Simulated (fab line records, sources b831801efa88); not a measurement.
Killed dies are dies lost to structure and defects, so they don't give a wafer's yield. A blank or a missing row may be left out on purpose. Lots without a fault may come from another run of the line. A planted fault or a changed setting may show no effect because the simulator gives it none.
Which tool did it? | flow gf180mcu | 14 lots, 42 wafers sampled, at 1 step of a route of 602

WHAT THE GAUGES READ, wafer by wafer
GF_POLY_GATE_THK_MEAS_01. Usual: POLY_GATE_CVD_00_THK 199.5 nm, standard deviation 1.4.
lot  | measured     | on            | POLY_GATE_CVD_00_THK (nm) | flag
L722 | day 8 15:54  | film_metro-01 | 198.5 198.0 199.9         |
L723 | day 8 20:01  | film_metro-04 | 199.9 197.9 199.8         |
L724 | day 9 07:05  | film_metro-01 | 199.3 199.6 199.3         |
L726 | day 9 17:40  | film_metro-04 | 195.9 200.0 199.3         |
L727 | day 9 20:45  | film_metro-01 | 202.5 203.5 201.3         |
L728 | day 10 04:32 | film_metro-04 | 201.6 200.6 200.7         |
L731 | day 11 02:06 | film_metro-01 | 199.3 196.9 196.5         |
L735 | day 12 08:57 | film_metro-04 | 199.8 199.9 200.7         |
L736 | day 12 10:53 | film_metro-02 | 200.8 201.2 201.9         |
L741 | day 13 19:54 | film_metro-01 | 200.0 199.0 199.6         |
L742 | day 14 04:25 | film_metro-04 | 200.1 198.5 198.9         |
L743 | day 14 14:05 | film_metro-02 | 198.4 197.4 197.9         |
L744 | day 14 17:24 | film_metro-04 | 199.7 197.7 198.2         |
L745 | day 15 01:55 | film_metro-02 | 199.5 200.1 200.2         |

WHICH TOOL RAN EACH LOT (tool, then ch and the chambers of the sampled wafers, then the start)
The record holds no process step before these readings.

WHAT THE TOOLS THEMSELVES READ (means of the sampled wafers that have a number; where no wafer has one, the mark that the record gives instead)
The record holds no such reading with a usual standard deviation.

THE ANSWER, worked out from the rows above alone
Rule: a lot is off if the mean of its wafers that have a number lies more than 3 standard deviations from the usual mean. A lot without any number at a reading at which 4 lots or more have one is off too. The other lots that the step has rows for count as sound. The gauges are gone through in route order, then the tools' own readings, and for those a lot's mean is taken as printed above. The first step at which some lot is off is used, and at that step the reading that is off furthest; a lot without a number counts as furthest.
No lot is off at any reading shown: from this, nothing can be told.

WHAT THE SIMULATOR HAD PUT IN
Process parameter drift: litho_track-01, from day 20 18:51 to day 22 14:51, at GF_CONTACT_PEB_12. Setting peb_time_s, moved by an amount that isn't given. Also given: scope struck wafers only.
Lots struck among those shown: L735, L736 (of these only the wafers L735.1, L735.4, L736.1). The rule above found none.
